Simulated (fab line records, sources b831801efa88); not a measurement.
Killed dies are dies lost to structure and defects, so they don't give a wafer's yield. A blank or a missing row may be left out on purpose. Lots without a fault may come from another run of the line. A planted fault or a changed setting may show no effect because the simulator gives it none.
Problem report in the 8D (eight disciplines) form, filled by code | flow gf180mcu | the parts of the form that need people (team, actions taken, sign-off) are left out

1. THE PROBLEM
cd_nm at GF_SAB_CD_MEAS_09 reads a mean of 435.3 nm on 12 wafers of 4 lots; wafers without a fault read 419.3 nm with a standard deviation of 2.1. That is +7.6 standard deviations from the usual mean.
The step: target cd 420 nm.
First seen on wafer L528.3, day 18 22:23, on cd_sem-01. The record holds 42 wafers of 14 lots with a number at this step. Rule for "out", or "out of limits": more than 4 standard deviations from the usual mean. The other wafers with a number count as sound.

2. WHAT IT IS AND WHAT IT IS NOT
question                    | is                     | is not
which readings at this step | cd_nm                  | -
which lots                  | L528, L529, L530, L535 | L517, L519, L520, L522, L523, L524, L527, L532, L538, L540
which wafers of those lots  | all that have a number | -
read on which gauges        | cd_sem-01, cd_sem-02   | -
when                        | from day 18 22:23      | up to then (21 sound wafers); but 9 sound wafers of L532, L538, L540 came after

3. SUSPECTS, AND WHAT RULES EACH OUT
Counting: a tool at a process step up to the reading stays a suspect if it ran every lot that is out and no sound lot after the first of them.
- the gauge at GF_SAB_CD_MEAS_09: ruled out. The wafers that are out were read on 2 gauges (cd_sem-01, cd_sem-02).
- iline_stepper-01 at GF_SAB_EXPOSE_06 (exposes mask SAB, target cd 420 nm): kept. It ran every lot that is out, first L528 (day 18 10:41), and no sound lot after that; its last sound lot up to then is L527 (day 18 02:25). Its own readings are out on those wafers: exposure_dose_mJ_cm2.
Left after counting: iline_stepper-01 at GF_SAB_EXPOSE_06.

4. THE CAUSE (what the simulator had put in)
Process parameter drift: iline_stepper-01, from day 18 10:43 on, at GF_SAB_EXPOSE_06. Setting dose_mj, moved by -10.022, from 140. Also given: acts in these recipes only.
Counting left only this tool.

5. THE CHAIN OF EFFECTS, in route order
Each row: a reading whose mean over the struck wafers that have a number lies more than 3 standard deviations from the usual. Only readings for which the record gives a usual standard deviation are gone through. hours: the time from each lot's start at the first step in this table that gives one to its start at this step, as a median over the lots. sigmas: the change in usual standard deviations.
hours | step              | reading              | usual    | on struck wafers | change | sigmas
0     | GF_SAB_EXPOSE_06  | exposure_dose_mJ_cm2 | 139.90   | 132.02           | -7.88  | -61
12    | GF_SAB_CD_MEAS_09 | cd_nm                | 419.3 nm | 435.3            | +16.0  | +7.6
The process steps in it:
- GF_SAB_EXPOSE_06: exposes mask SAB, target cd 420 nm.
Later measuring or inspecting steps at which every struck wafer that the step has a row for has a number for every such reading, and none has moved that far: GF_SAB_OVL_MEAS_10.

6. WHAT WOULD HAVE CAUGHT IT SOONER
In this record the first reading out of limits at a measuring or inspecting step was taken at day 18 22:23, 12 hours after the fault began at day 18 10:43.
The tool's own readings at GF_SAB_EXPOSE_06 were out on every struck wafer that the step has a row for (exposure_dose_mJ_cm2): an alarm limit on them would have fired on the first of those.
Of the lots that are out (4), L530, L535 began GF_SAB_EXPOSE_06 on iline_stepper-01 after day 18 22:23. A hold on the tool at that time would have spared those 2.
